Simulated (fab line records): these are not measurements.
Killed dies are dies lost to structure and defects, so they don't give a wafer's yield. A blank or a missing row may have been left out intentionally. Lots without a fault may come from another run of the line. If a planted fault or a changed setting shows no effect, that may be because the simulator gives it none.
fab line records	flow sky130
record: lots: 11	wafers: 33	lastDay: 50
route steps=708 shown CONTACT@407 PAD_OPEN@708
lots that met no fault: taken from a fault-free run of the same line
startH: start of the lot's first displayed wafer, in hours after the record's first day	waitH: hours since the lot's step before	" same as the row above	L1.1+2: several wafers, shown together as one row	- no value, or no start given	* or withheld: withheld	< > ~ a bound
route shown NAME@n: NAME is a module with steps in the file, n the number in the route of the first one	usual: mean/standard deviation taken from wafers without a fault	same: alike in all rows	chamber/n: place in a boat	sites: readings site by site	_std_site: how widely they spread, as a standard deviation	_edge_site: mean of outer sites minus mean of inner sites	radiusMm: for every site, how far away it sits from the centre of the wafer	mask NAME#n: copy n	behind: the most recent tool/chamber to have shaped the wafer	hold: cause of the lot's hold/its duration in hours/its outcome	device: the transistor (n, p or np) that didn't switch	end of line: at the end of the route, the tests of the same wafers	a step with no rows: only its recipe	killed: dies lost to structure and defects at the first sort, not the wafer's yield	map: dies across one wafer; x = killed, . = not, _ = none there
set.NAME: the setting as run; set.NAME@STEP: as run at that earlier step	model.NAME: the simulator's own value behind a step, which no gauge read
steps of the route over a sample of lots; a table a step, a row a wafer
services: the hour from which a tool's chamber was out of use, counted from the record's first day as startH (under 0 if before that day), plus the number of hours and why
== steps ==
step: SKY_CONTACT_THK_MEAS_01
recipe: reads: Si3N4_of_CONTACT_CVD_00
usual: CONTACT_CVD_00_THK: 75.1/0.89
lot.wafer	tool	chamber	startH	waitH	CONTACT_CVD_00_THK[nm]
L258.2	filmMetro-01	-	750.20	-	75.4
L258.5	"	-	"	"	77.0
L258.6	"	-	"	"	76.1
L260.2	filmMetro-01	-	761.17	-	73.7
L260.3	"	-	"	"	74.1
L260.6	"	-	"	"	76.0
L262.1	filmMetro-02	-	776.92	-	74.6
L262.2	"	-	"	"	74.9
L262.5	"	-	"	"	74.5
L263.1	filmMetro-01	-	784.71	-	76.0
L263.4	"	-	"	"	76.2
L263.5	"	-	"	"	76.7
L264.1	filmMetro-02	-	789.98	-	73.9
L264.3	"	-	"	"	74.2
L264.6	"	-	"	"	74.6
L266.1	filmMetro-01	-	802.63	-	73.8
L266.5	"	-	"	"	74.3
L266.6	"	-	"	"	74.6
L268.1	filmMetro-03	-	828.87	-	74.3
L268.3	"	-	"	"	74.3
L268.6	"	-	"	"	75.6
L269.2	filmMetro-03	-	830.15	-	74.6
L269.4	"	-	"	"	75.8
L269.6	"	-	"	"	75.9
L271.2	filmMetro-02	-	839.01	-	74.9
L271.3	"	-	"	"	77.0
L271.4	"	-	"	"	76.8
L272.1	filmMetro-03	-	842.86	-	74.7
L272.3	"	-	"	"	74.3
L272.4	"	-	"	"	75.1
L273.3	filmMetro-01	-	855.51	-	73.9
L273.5	"	-	"	"	75.5
L273.6	"	-	"	"	74.3
step: SKY_CONTACT_CD_MEAS_14
recipe: targetCdNm: 170
usual: cdNm: 170.0/1.6
lot.wafer	tool	chamber	startH	waitH	cdNm
L258.2	cdSem-01	-	778.32	-	163.9
L258.5	"	-	"	"	167.0
L258.6	"	-	"	"	166.9
L260.2	cdSem-01	-	789.45	-	169.0
L260.3	"	-	"	"	169.7
L260.6	"	-	"	"	169.9
L262.1	cdSem-01	-	804.05	-	167.2
L262.2	"	-	"	"	168.2
L262.5	"	-	"	"	168.0
L263.1	cdSem-02	-	812.95	-	170.0
L263.4	"	-	"	"	170.0
L263.5	"	-	"	"	168.9
L264.1	cdSem-01	-	817.23	-	170.3
L264.3	"	-	"	"	168.5
L264.6	"	-	"	"	169.5
L266.1	cdSem-02	-	830.45	-	169.9
L266.5	"	-	"	"	169.5
L266.6	"	-	"	"	170.1
L268.1	cdSem-01	-	859.55	-	167.8
L268.3	"	-	"	"	168.3
L268.6	"	-	"	"	170.7
L269.2	cdSem-02	-	859.62	-	171.4
L269.4	"	-	"	"	171.0
L269.6	"	-	"	"	168.8
L271.2	cdSem-02	-	867.05	-	169.7
L271.3	"	-	"	"	171.0
L271.4	"	-	"	"	169.6
L272.1	cdSem-02	-	870.18	-	169.0
L272.3	"	-	"	"	168.1
L272.4	"	-	"	"	168.7
L273.3	cdSem-01	-	883.27	-	170.2
L273.5	"	-	"	"	168.7
L273.6	"	-	"	"	171.2
step: SKY_CONTACT_ETCH_17
recipe: target: SiO2	chemistry: C4F8/O2/Ar	stopOn: Si3N4	maskMaterial: KrF-thick	sourceW: 1500	biasW: 1200	pressureMtorr: 40	c4f8FlowSccm: withheld	O2_flow_sccm: 6	Ar_flow_sccm: 300	timeS: withheld	targetDepthA: 3400
usual: biasW: 1200/3.8	chamberPressureMTorr: 40.00/0.04	oesProductAu: 0.892/0.005
lot.wafer	tool	chamber	startH	waitH	biasW	chamberPressureMTorr	oesProductAu
L258.2	rieDiel-04	2	778.49	0.0	1201	40.00	0.894
L258.5	"	2	"	"	1205	39.91	0.891
L258.6	"	1	"	"	1201	39.97	0.889
L260.2	rieDiel-01	2	789.63	0.0	1201	40.03	0.896
L260.3	"	3	"	"	1199	40.02	0.892
L260.6	"	0	"	"	1197	39.99	0.902
L262.1	rieDiel-04	2	804.25	0.0	1200	40.00	0.890
L262.2	"	1	"	"	1206	40.01	0.894
L262.5	"	2	"	"	1196	40.05	0.899
L263.1	rieDiel-03	0	813.15	0.0	1199	39.99	0.891
L263.4	"	1	"	"	1198	40.03	0.895
L263.5	"	0	"	"	1198	40.03	0.893
L264.1	rieDiel-01	3	817.43	0.0	1200	39.99	0.889
L264.3	"	1	"	"	1202	39.96	0.893
L264.6	"	3	"	"	1201	40.05	0.890
L266.1	rieDiel-01	1	830.65	0.0	1195	39.98	0.893
L266.5	"	1	"	"	1198	40.06	0.892
L266.6	"	2	"	"	1195	40.13	0.885
L268.1	rieDiel-03	1	859.75	0.0	1206	40.00	0.894
L268.3	"	3	"	"	1205	39.95	0.890
L268.6	"	0	"	"	1198	40.06	0.887
L269.2	rieDiel-04	3	859.80	0.0	1199	39.98	0.897
L269.4	"	0	"	"	1196	40.02	0.891
L269.6	"	3	"	"	1195	40.06	0.891
L271.2	rieDiel-01	1	867.23	0.0	-	-	-
L271.3	"	3	"	"	-	-	-
L271.4	"	2	"	"	-	-	-
L272.1	rieDiel-04	2	870.38	0.0	-	-	-
L272.3	"	0	"	"	-	-	-
L272.4	"	0	"	"	-	-	-
L273.3	rieDiel-03	1	883.43	0.0	-	-	-
L273.5	"	0	"	"	-	-	-
L273.6	"	1	"	"	-	-	-
step: SKY_CONTACT_ETCH_18
recipe: target: Si3N4	chemistry: CHF3/O2	stopOn: TiN	sourceW: 600	biasW: 200	pressureMtorr: 40	chf3FlowSccm: 50	O2_flow_sccm: 5	timeS: 39	targetDepthA: 750
usual: O2_flow_sccm: 5.000/0.015	biasW: 200.0/0.59	drypumpMotorCurrentA: 5.7/0.31	oesProductAu: 0.855/0.0072	throttleValvePct: 8.794/0.0087
lot.wafer	tool	chamber	startH	waitH	O2_flow_sccm	biasW	drypumpMotorCurrentA	oesProductAu	rfHoursCounterH	throttleValvePct
L258.2	rieDiel-04	2	-	-	5.010	199.5	5.5	0.863	9	8.801
L258.5	"	2	"	"	4.999	200.2	5.5	0.867	-	8.810
L258.6	"	1	"	"	4.987	199.6	5.8	0.868	-	8.784
L260.2	rieDiel-01	2	-	-	5.004	200.2	5.3	0.847	40	8.797
L260.3	"	3	"	"	4.997	199.1	5.7	0.852	22	8.789
L260.6	"	0	"	"	5.016	199.7	6.1	0.864	-	8.799
L262.1	rieDiel-04	2	-	-	4.968	199.8	5.5	0.847	10	8.795
L262.2	"	1	"	"	4.992	199.9	5.8	0.852	5	8.804
L262.5	"	2	"	"	4.994	199.6	5.5	0.849	-	8.781
L263.1	rieDiel-03	0	-	-	5.000	199.4	5.8	0.865	15	8.791
L263.4	"	1	"	"	5.004	200.6	5.8	0.858	7	8.793
L263.5	"	0	"	"	4.997	199.3	5.7	0.859	-	8.804
L264.1	rieDiel-01	3	-	-	4.990	200.7	5.7	0.850	23	8.776
L264.3	"	1	"	"	4.985	200.4	5.6	0.846	11	8.798
L264.6	"	3	"	"	5.012	199.9	5.7	0.851	-	8.788
L266.1	rieDiel-01	1	-	-	4.984	201.1	5.6	0.854	12	8.789
L266.5	"	1	"	"	5.011	200.6	5.6	0.854	-	8.804
L266.6	"	2	"	"	4.982	199.4	5.3	0.853	-	8.820
L268.1	rieDiel-03	1	-	-	5.019	199.5	5.8	0.844	8	8.794
L268.3	"	3	"	"	4.977	199.6	6.4	0.845	7	8.793
L268.6	"	0	"	"	4.995	201.0	5.7	0.854	-	8.799
L269.2	rieDiel-04	3	-	-	5.025	199.8	5.6	0.853	20	8.783
L269.4	"	0	"	"	5.003	199.9	5.5	0.853	-	8.794
L269.6	"	3	"	"	5.014	200.0	5.7	0.855	-	8.797
L271.2	rieDiel-01	1	-	-	4.987	199.9	5.6	0.369	12	8.674
L271.3	"	3	"	"	5.021	200.9	5.7	0.368	24	8.676
L271.4	"	2	"	"	4.990	199.6	5.3	0.381	1	8.671
L272.1	rieDiel-04	2	-	-	5.009	201.8	5.5	0.369	12	8.662
L272.3	"	0	"	"	4.994	200.2	5.5	0.378	2	8.691
L272.4	"	0	"	"	5.012	199.2	5.5	0.377	-	8.690
L273.3	rieDiel-03	1	-	-	5.012	199.8	5.8	0.381	9	8.680
L273.5	"	0	"	"	4.976	199.7	5.7	0.379	-	8.661
L273.6	"	1	"	"	5.021	199.3	5.8	0.370	-	8.683
step: SKY_CONTACT_STRIP_19
recipe: chemistry: O2/N2	powerW: 1400	pressureMtorr: 1500	platenTempC: withheld	o2FlowSccm: 3000	n2FlowSccm: 300	overashFraction: 0.5
usual: drypumpMotorCurrentA: 5.6/0.34	n2FlowSccm: 300.0/0.9	oesProductAu: 0.380/0.0044	stripTimeToEndpointS: 3.61/0.036
lot.wafer	tool	chamber	startH	waitH	drypumpMotorCurrentA	n2FlowSccm	oesProductAu	rfHoursCounterH	stripTimeToEndpointS
L258.2	plasmaAsher-01	0	778.59	-	5.0	300.8	0.379	4	3.50
L258.5	"	0	"	"	5.0	300.7	0.376	-	3.51
L258.6	"	1	"	"	5.7	299.5	0.376	-	3.61
L260.2	plasmaAsher-04	1	789.72	-	5.7	299.8	0.386	35	3.60
L260.3	"	0	"	"	6.2	298.7	0.377	-	3.56
L260.6	"	0	"	"	6.2	301.0	0.373	-	3.60
L262.1	plasmaAsher-03	0	804.34	-	5.7	301.3	0.377	99	3.55
L262.2	"	1	"	"	5.6	299.4	0.374	99	3.64
L262.5	"	1	"	"	5.6	299.5	0.386	-	3.55
L263.1	plasmaAsher-04	1	813.24	-	5.7	302.2	0.381	37	3.65
L263.4	"	1	"	"	5.7	300.8	0.379	-	3.64
L263.5	"	1	"	"	5.7	301.5	0.386	-	3.66
L264.1	plasmaAsher-04	0	817.52	-	6.1	298.9	0.389	37	3.57
L264.3	"	1	"	"	5.7	298.1	0.378	-	3.58
L264.6	"	0	"	"	6.2	299.0	0.382	-	3.58
L266.1	plasmaAsher-01	0	830.74	-	5.0	300.8	0.375	9	3.58
L266.5	"	0	"	"	5.0	299.3	0.381	-	3.61
L266.6	"	1	"	"	5.7	301.3	0.384	-	3.62
L268.1	plasmaAsher-03	0	859.84	-	5.7	299.8	0.382	105	3.63
L268.3	"	0	"	"	5.7	300.3	0.386	-	3.65
L268.6	"	0	"	"	5.7	300.5	0.384	-	3.66
L269.2	plasmaAsher-04	1	859.89	-	5.7	298.9	0.387	42	3.64
L269.4	"	1	"	"	5.7	299.7	0.378	-	3.64
L269.6	"	1	"	"	5.7	299.2	0.378	-	3.64
L271.2	plasmaAsher-04	1	867.32	-	5.7	299.2	0.412	42	4.28
L271.3	"	0	"	"	6.1	300.4	0.414	-	4.31
L271.4	"	1	"	"	5.7	299.3	0.410	-	4.30
L272.1	plasmaAsher-03	0	870.47	-	5.7	299.9	0.407	106	4.29
L272.3	"	1	"	"	5.6	300.0	0.406	-	4.36
L272.4	"	0	"	"	5.7	299.7	0.410	-	4.32
L273.3	plasmaAsher-03	1	883.55	-	5.6	299.5	0.411	-	4.32
L273.5	"	0	"	"	5.7	300.5	0.408	-	4.33
L273.6	"	1	"	"	5.6	299.9	0.401	-	4.31
step: SKY_PAD_OPEN_PROBE_99
usual: killed_at_M0_to_M3: 43/7.5	killed_at_M4_up: 3.2/1.9	killedAtContacts: 24/5.6	killedAtFrontEnd: 15/4.8	killedAtOther: 0.2/0.54	killedDies: 86/11	killedOnRim: 17/3.6	killedOpen: 47/7.6	killedShort: 39/7.1
same: grossDies: 492	killedAtBackSide: 0
lot.wafer	tool	chamber	startH	waitH	hold	killed_at_M0_to_M3	killed_at_M4_up	killedAtContacts	killedAtFrontEnd	killedAtOther	killedDies	killedOnRim	killedOpen	killedShort
L258.2	prober-01	-	1118.70	0.1	-	48	6	22	12	0	88	15	44	44
L258.5	prober-01	-	1118.85	0.2	-	42	1	24	17	1	85	23	44	41
L258.6	prober-01	-	1118.90	0.2	-	46	0	23	15	0	84	19	46	38
L260.2	prober-02	-	1127.85	0.1	-	35	3	26	10	0	74	12	40	34
L260.3	prober-02	-	1127.90	0.2	-	48	3	27	16	0	94	12	43	51
L260.6	prober-02	-	1128.05	0.2	-	41	3	24	17	0	85	19	46	39
L262.1	prober-02	-	1137.71	0.1	-	45	6	20	14	0	85	18	51	34
L262.2	prober-02	-	1137.76	0.1	-	50	0	25	16	0	91	16	46	45
L262.5	prober-02	-	1137.91	0.2	-	45	4	27	19	0	95	20	54	41
L263.1	prober-01	-	1144.48	0.1	-	40	3	35	15	0	93	16	53	40
L263.4	prober-01	-	1144.63	0.2	-	45	3	21	15	0	84	14	44	40
L263.5	prober-01	-	1144.68	0.2	-	50	2	18	13	0	83	18	39	44
L264.1	prober-02	-	1146.30	0.1	-	41	2	31	16	1	91	22	52	39
L264.3	prober-02	-	1146.40	0.2	-	48	2	34	15	0	99	22	53	46
L264.6	prober-02	-	1146.55	0.2	-	31	4	21	18	0	74	16	43	31
L266.1	prober-02	-	1156.88	0.1	-	49	3	24	18	0	94	22	56	38
L266.5	prober-02	-	1157.08	0.2	-	50	8	20	24	0	102	14	51	51
L266.6	prober-02	-	1157.13	0.2	-	50	3	30	17	0	100	24	46	54
L269.2	prober-02	-	1173.99	0.1	-	55	4	31	15	0	105	19	66	39
L269.4	prober-02	-	1174.09	0.2	-	49	4	28	15	2	98	21	51	47
L269.6	prober-02	-	1174.19	0.2	-	48	5	27	11	0	91	19	59	32
L268.1	prober-01	-	1174.42	0.1	-	38	3	32	11	1	85	18	48	37
L268.3	prober-01	-	1174.52	0.2	-	46	3	23	16	0	88	16	38	50
L268.6	prober-01	-	1174.67	0.2	-	43	1	30	13	0	87	17	51	36
L271.2	prober-01	-	1180.80	0.1	awaitDispo/4.5h/scrap	41	4	438	9	0	492	96	34	43
L271.3	prober-01	-	1180.85	0.2	awaitDispo/4.5h/scrap	60	7	411	14	0	492	96	56	51
L271.4	prober-01	-	1180.90	0.2	awaitDispo/4.5h/scrap	39	3	436	14	0	492	96	44	34
L272.1	prober-02	-	1185.30	0.1	awaitDispo/2.8h/scrap	68	4	403	17	0	492	96	56	52
L272.3	prober-02	-	1185.40	0.2	awaitDispo/2.8h/scrap	43	1	428	20	0	492	96	42	50
L272.4	prober-02	-	1185.45	0.2	awaitDispo/2.8h/scrap	45	4	427	16	0	492	96	52	34
L273.3	prober-01	-	1190.91	0.2	awaitDispo/4.6h/scrap	46	2	424	20	0	492	96	63	33
L273.5	prober-01	-	1191.01	0.2	awaitDispo/4.6h/scrap	45	2	427	17	1	492	96	51	48
L273.6	prober-01	-	1191.06	0.2	awaitDispo/4.6h/scrap	53	2	423	14	0	492	96	53	34
killed by level:class
L258.2 VIA1:geometricParticle:open=10 CONTACT:geometricParticle:open=7 VIA3:geometricParticle:open=7 METAL3:geometricParticle:short=7 LI_CONTACT:geometricParticle:open=6 FIELD_ISO:geometricParticle:short=5 VIA2:geometricParticle:open=5 METAL4:geometricParticle:short=5
L258.5 VIA1:geometricParticle:open=13 CONTACT:geometricParticle:open=7 VIA3:geometricParticle:open=6 POLY_GATE:geometricParticle:open=6 LI_CONTACT:geometricParticle:open=6 LOCAL_INTERCONNECT:geometricParticle:short=6 METAL2:geometricParticle:short=6 FIELD_ISO:geometricParticle:short=4
L258.6 VIA1:geometricParticle:open=14 CONTACT:geometricParticle:open=9 CONTACT:geometricParticle:short=7 VIA1:geometricParticle:short=7 METAL3:geometricParticle:short=7 POLY_GATE:geometricParticle:open=5 LI_CONTACT:geometricParticle:open=5 VIA3:geometricParticle:open=4
L260.2 VIA1:geometricParticle:open=9 CONTACT:geometricParticle:open=8 LI_CONTACT:geometricParticle:open=7 CONTACT:geometricParticle:short=6 VIA2:geometricParticle:short=5 VIA3:geometricParticle:open=4 VIA2:geometricParticle:open=4 VIA1:geometricParticle:short=3
L260.3 CONTACT:geometricParticle:open=10 VIA1:geometricParticle:short=9 LI_CONTACT:geometricParticle:open=9 VIA3:geometricParticle:open=9 METAL2:geometricParticle:short=7 FIELD_ISO:geometricParticle:short=6 VIA1:geometricParticle:open=6 CONTACT:geometricParticle:short=5
L260.6 VIA1:geometricParticle:open=9 VIA2:geometricParticle:open=8 LI_CONTACT:geometricParticle:open=6 CONTACT:geometricParticle:short=6 FIELD_ISO:geometricParticle:short=5 VIA1:geometricParticle:short=5 POLY_GATE:geometricParticle:open=5 VIA2:geometricParticle:short=5
L262.1 VIA1:geometricParticle:open=12 CONTACT:geometricParticle:open=10 VIA3:geometricParticle:open=8 LI_CONTACT:geometricParticle:open=6 VIA1:geometricParticle:short=5 VIA2:geometricParticle:short=5 POLY_GATE:geometricParticle:short=4 METAL1:geometricParticle:short=4
L262.2 VIA1:geometricParticle:open=12 CONTACT:geometricParticle:open=9 VIA3:geometricParticle:open=7 CONTACT:geometricParticle:short=6 METAL3:geometricParticle:short=6 FIELD_ISO:geometricParticle:short=5 METAL1:geometricParticle:short=5 VIA1:geometricParticle:short=5
L262.5 VIA1:geometricParticle:open=15 LI_CONTACT:geometricParticle:open=9 POLY_GATE:geometricParticle:open=6 LOCAL_INTERCONNECT:geometricParticle:short=6 CONTACT:geometricParticle:open=6 METAL1:geometricParticle:short=5 VIA3:geometricParticle:open=5 METAL2:geometricParticle:short=5
L263.1 CONTACT:geometricParticle:open=15 VIA3:geometricParticle:open=8 VIA1:geometricParticle:open=7 LOCAL_INTERCONNECT:geometricParticle:short=6 CONTACT:geometricParticle:short=6 METAL1:geometricParticle:short=6 FIELD_ISO:geometricParticle:open=5 LI_CONTACT:geometricParticle:short=4
L263.4 VIA1:geometricParticle:open=11 LI_CONTACT:geometricParticle:open=8 METAL2:geometricParticle:short=8 VIA3:geometricParticle:open=8 VIA1:geometricParticle:short=6 CONTACT:geometricParticle:short=6 CONTACT:geometricParticle:open=5 METAL1:geometricParticle:short=5
L263.5 VIA1:geometricParticle:open=8 METAL1:geometricParticle:short=7 METAL2:geometricParticle:short=7 LOCAL_INTERCONNECT:geometricParticle:short=6 VIA2:geometricParticle:open=6 VIA3:geometricParticle:open=6 LI_CONTACT:geometricParticle:open=5 CONTACT:geometricParticle:open=5
L264.1 CONTACT:geometricParticle:open=11 VIA1:geometricParticle:open=11 CONTACT:geometricParticle:short=9 FIELD_ISO:geometricParticle:open=7 VIA2:geometricParticle:open=7 VIA1:geometricParticle:short=5 LI_CONTACT:geometricParticle:open=5 METAL2:geometricParticle:short=5
L264.3 CONTACT:geometricParticle:open=13 VIA1:geometricParticle:short=9 VIA1:geometricParticle:open=8 VIA3:geometricParticle:open=8 LI_CONTACT:geometricParticle:open=6 VIA2:geometricParticle:open=5 CONTACT:geometricParticle:short=5 VIA3:geometricParticle:short=5
L264.6 LI_CONTACT:geometricParticle:open=10 VIA3:geometricParticle:open=8 FIELD_ISO:geometricParticle:open=6 VIA2:geometricParticle:open=5 FIELD_ISO:geometricParticle:short=4 CONTACT:geometricParticle:open=4 CONTACT:geometricParticle:short=4 VIA1:geometricParticle:short=4
L266.1 METAL1:geometricParticle:short=11 VIA1:geometricParticle:open=11 CONTACT:geometricParticle:open=9 LI_CONTACT:geometricParticle:open=8 VIA3:geometricParticle:open=6 FIELD_ISO:geometricParticle:open=5 METAL2:geometricParticle:short=5 VIA2:geometricParticle:open=5
L266.5 VIA1:geometricParticle:open=12 FIELD_ISO:geometricParticle:open=8 METAL2:geometricParticle:short=8 VIA3:geometricParticle:open=8 FIELD_ISO:geometricParticle:short=6 POLY_GATE:geometricParticle:short=6 CONTACT:geometricParticle:open=6 METAL3:geometricParticle:short=5
L266.6 METAL2:geometricParticle:short=9 VIA3:geometricParticle:open=9 VIA1:geometricParticle:open=8 CONTACT:geometricParticle:open=7 METAL1:geometricParticle:short=7 FIELD_ISO:geometricParticle:open=6 LI_CONTACT:geometricParticle:open=6 CONTACT:geometricParticle:short=6
L269.2 CONTACT:geometricParticle:open=15 VIA3:geometricParticle:open=14 VIA1:geometricParticle:open=11 METAL1:geometricParticle:short=10 CONTACT:geometricParticle:short=7 LI_CONTACT:geometricParticle:open=6 FIELD_ISO:geometricParticle:open=5 VIA2:geometricParticle:open=5
L269.4 VIA1:geometricParticle:open=15 CONTACT:geometricParticle:open=8 METAL1:geometricParticle:short=7 LI_CONTACT:geometricParticle:open=6 LOCAL_INTERCONNECT:geometricParticle:short=6 METAL3:geometricParticle:short=5 CONTACT:geometricParticle:short=5 VIA2:geometricParticle:open=5
L269.6 VIA1:geometricParticle:open=14 CONTACT:geometricParticle:open=13 VIA2:geometricParticle:open=8 VIA3:geometricParticle:open=8 LI_CONTACT:geometricParticle:open=6 CONTACT:geometricParticle:short=6 VIA2:geometricParticle:short=5 POLY_GATE:geometricParticle:short=4
L268.1 LI_CONTACT:geometricParticle:open=9 CONTACT:geometricParticle:open=9 CONTACT:geometricParticle:short=7 VIA2:geometricParticle:open=7 VIA1:geometricParticle:open=6 METAL2:geometricParticle:short=5 FIELD_ISO:geometricParticle:open=4 METAL1:geometricParticle:short=4
L268.3 FIELD_ISO:geometricParticle:short=9 CONTACT:geometricParticle:open=8 VIA1:geometricParticle:open=8 METAL2:geometricParticle:short=7 CONTACT:geometricParticle:short=6 VIA2:geometricParticle:open=6 VIA3:geometricParticle:short=5 METAL1:geometricParticle:short=4
L268.6 LI_CONTACT:geometricParticle:open=9 VIA1:geometricParticle:short=9 VIA1:geometricParticle:open=8 FIELD_ISO:geometricParticle:open=7 CONTACT:geometricParticle:open=7 VIA2:geometricParticle:open=7 CONTACT:geometricParticle:short=6 VIA3:geometricParticle:open=5
L271.2 CONTACT:areaEtch=415 CONTACT:geometricParticle:open=9 VIA1:geometricParticle:open=7 CONTACT:geometricParticle:short=6 METAL1:geometricParticle:short=6 VIA2:geometricParticle:short=6 METAL2:geometricParticle:short=5 VIA2:geometricParticle:open=5
L271.3 CONTACT:areaEtch=385 VIA1:geometricParticle:open=14 VIA3:geometricParticle:open=8 VIA2:geometricParticle:open=7 LI_CONTACT:geometricParticle:open=7 METAL2:geometricParticle:short=7 LOCAL_INTERCONNECT:geometricParticle:short=6 VIA1:geometricParticle:short=6
L271.4 CONTACT:areaEtch=414 LI_CONTACT:geometricParticle:open=8 CONTACT:geometricParticle:open=8 METAL1:geometricParticle:short=8 VIA1:geometricParticle:open=7 VIA2:geometricParticle:open=7 FIELD_ISO:geometricParticle:open=6 VIA3:geometricParticle:open=5
L272.1 CONTACT:areaEtch=384 VIA1:geometricParticle:open=15 VIA2:geometricParticle:open=10 METAL2:geometricParticle:short=9 FIELD_ISO:geometricParticle:short=7 VIA3:geometricParticle:short=6 CONTACT:geometricParticle:open=6 METAL1:geometricParticle:short=6
L272.3 CONTACT:areaEtch=400 VIA1:geometricParticle:open=10 CONTACT:geometricParticle:open=7 LI_CONTACT:geometricParticle:open=6 CONTACT:geometricParticle:short=6 VIA2:geometricParticle:short=6 VIA2:geometricParticle:open=6 FIELD_ISO:geometricParticle:open=5
L272.4 CONTACT:areaEtch=406 VIA1:geometricParticle:open=12 LI_CONTACT:geometricParticle:open=8 CONTACT:geometricParticle:open=7 METAL2:geometricParticle:short=7 VIA3:geometricParticle:open=6 VIA2:geometricParticle:short=5 VIA2:geometricParticle:open=5
L273.3 CONTACT:areaEtch=396 CONTACT:geometricParticle:open=11 LI_CONTACT:geometricParticle:open=10 VIA2:geometricParticle:open=10 VIA1:geometricParticle:open=10 FIELD_ISO:geometricParticle:open=7 VIA3:geometricParticle:open=7 FIELD_ISO:geometricParticle:short=6
L273.5 CONTACT:areaEtch=393 CONTACT:geometricParticle:open=14 LI_CONTACT:geometricParticle:open=9 VIA3:geometricParticle:open=9 VIA1:geometricParticle:short=7 VIA1:geometricParticle:open=7 FIELD_ISO:geometricParticle:short=5 METAL2:geometricParticle:short=5
L273.6 CONTACT:areaEtch=405 VIA1:geometricParticle:open=19 VIA3:geometricParticle:open=6 LI_CONTACT:geometricParticle:open=5 VIA1:geometricParticle:short=5 FIELD_ISO:geometricParticle:open=4 LOCAL_INTERCONNECT:geometricParticle:short=4 CONTACT:geometricParticle:open=4
== services ==
tool	chamber	startH	hours	kind
rieDiel-03	-	758.03	2.8	pm
rieDiel-01	-	761.27	0.3	repair
rieDiel-03	1	765.50	7.6	repair
rieDiel-04	0	790.42	-	clean
rieDiel-04	0	790.42	17.4	scheduledDown
rieDiel-04	0	790.42	17.4	ventCycle
rieDiel-04	2	791.05	6.6	repair
rieDiel-03	3	793.70	11.2	repair
rieDiel-01	2	798.22	-	clean
rieDiel-01	2	798.22	16.1	scheduledDown
rieDiel-01	2	798.22	16.1	ventCycle
plasmaAsher-03	-	825.60	2.8	pm
rieDiel-03	2	840.82	10.4	repair
rieDiel-03	-	841.95	0.6	repair
rieDiel-04	1	858.88	27.6	repair
== key ==
firstSign: step: SKY_CONTACT_ETCH_17	reading: toolRecord	direction: missing
effect: step: SKY_CONTACT_ETCH_18	reading: oesProductAu	direction: down	sigmas: 66	usual: 0.855	struck: 0.375
effect: step: SKY_CONTACT_STRIP_19	reading: stripTimeToEndpointS	direction: up	sigmas: 20	usual: *	struck: *
effect: step: SKY_PAD_OPEN_PROBE_99	reading: killedAtContacts	direction: up	sigmas: 71	usual: 24	struck: 424
moreKillsBornAt: SKY_CONTACT_ETCH_17@rieDiel-01: 1214	SKY_CONTACT_ETCH_17@rieDiel-03: 1194	SKY_CONTACT_ETCH_17@rieDiel-04: 1190
metAt SKY_CONTACT_ETCH_17
struckLots L271,L272,L273
laterRowsLeftOut L271.2,L271.3,L271.4,L272.1,L272.3,L272.4,L273.3,L273.5,L273.6
testerLeftOut L271,L272,L273
notActingAt SKY_CONTACT_THK_MEAS_01,SKY_CONTACT_CD_MEAS_14
onsetBetween 859.80 867.23
fault: kind: skippedStepWhole	tool: rieDiel-01,rieDiel-03,rieDiel-04	chamber: -	onsetH: 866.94	steps: SKY_CONTACT_ETCH_17	scope: struckLotsOnly
testerLeftOut: of these lots the tester's yield and bins aren't shown, on N5 and GAA mostly nor the transistor test; their killed dies are dies lost to structure and defects alone, not to doping, threshold or leakage, so they don't give the yield
laterRowsLeftOut: the simulator's readings of these wafers behind a module that went badly wrong aren't trusted and aren't shown, but for the sort
